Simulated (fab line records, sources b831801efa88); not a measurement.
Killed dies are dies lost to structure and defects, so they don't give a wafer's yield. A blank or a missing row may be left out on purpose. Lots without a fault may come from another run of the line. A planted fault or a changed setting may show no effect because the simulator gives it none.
Problem report in the 8D (eight disciplines) form, filled by code | flow sfq_line | the parts of the form that need people (team, actions taken, sign-off) are left out

1. THE PROBLEM
I5_OVL at SFQ_I5_OVL_MEAS_936 reads a mean of 139 nm on 12 wafers of 4 lots; wafers without a fault read 4 nm with a standard deviation of 6.5. That is +21 standard deviations from the usual mean.
First seen on wafer L117.3, day 68 18:56, on overlay-01. The record holds 39 wafers of 13 lots with a number at this step. Rule for "out", or "out of limits": more than 4 standard deviations from the usual mean. The other wafers with a number count as sound.

2. WHAT IT IS AND WHAT IT IS NOT
question                    | is                     | is not
which readings at this step | I5_OVL                 | -
which lots                  | L117, L118, L119, L120 | L106, L107, L108, L109, L110, L111, L112, L113, L114
which wafers of those lots  | all that have a number | -
read on which gauges        | overlay-01             | overlay-02
when                        | from day 68 18:56      | up to then (27 sound wafers)

3. SUSPECTS, AND WHAT RULES EACH OUT
Counting: a tool at a process step up to the reading stays a suspect if it ran every lot that is out and no sound lot after the first of them.
- the gauge at SFQ_I5_OVL_MEAS_936: kept. All the wafers that are out were read on overlay-01, and no step on other tools shows them out.
- krf_scanner-02 at SFQ_TRILAYER_I5_LITHO_EXPOSE_145 (exposes mask I5, target cd 700 nm): kept. It ran every lot that is out, first L117 (day 68 17:49), and no sound lot after that; its last sound lot up to then is L114 (day 68 04:13).
Left after counting: krf_scanner-02 at SFQ_TRILAYER_I5_LITHO_EXPOSE_145, overlay-01 at SFQ_I5_OVL_MEAS_936.

4. THE CAUSE (what the simulator had put in)
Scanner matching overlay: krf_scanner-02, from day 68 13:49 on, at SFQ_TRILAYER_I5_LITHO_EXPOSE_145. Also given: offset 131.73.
Counting left 2 suspects, and this tool is among them.

5. THE CHAIN OF EFFECTS, in route order
Each row: a reading whose mean over the struck wafers that have a number lies more than 3 standard deviations from the usual. Only readings for which the record gives a usual standard deviation are gone through. hours: the time from each lot's start at the first step in this table that gives one to its start at this step, as a median over the lots. sigmas: the change in usual standard deviations.
hours | step                | reading | usual | on struck wafers | change | sigmas
0     | SFQ_I5_OVL_MEAS_936 | I5_OVL  | 4 nm  | 139              | +135   | +21
Later measuring or inspecting steps at which every struck wafer that the step has a row for has a number for every such reading, and none has moved that far: SFQ_M6_RS_MEAS_938.

6. WHAT WOULD HAVE CAUGHT IT SOONER
In this record the first reading out of limits at a measuring or inspecting step was taken at day 68 18:56, 5 hours after the fault began at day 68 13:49.
Of the lots that are out (4), L118, L119, L120 began SFQ_TRILAYER_I5_LITHO_EXPOSE_145 on krf_scanner-02 after day 68 18:56. A hold on the tool at that time would have spared those 3.
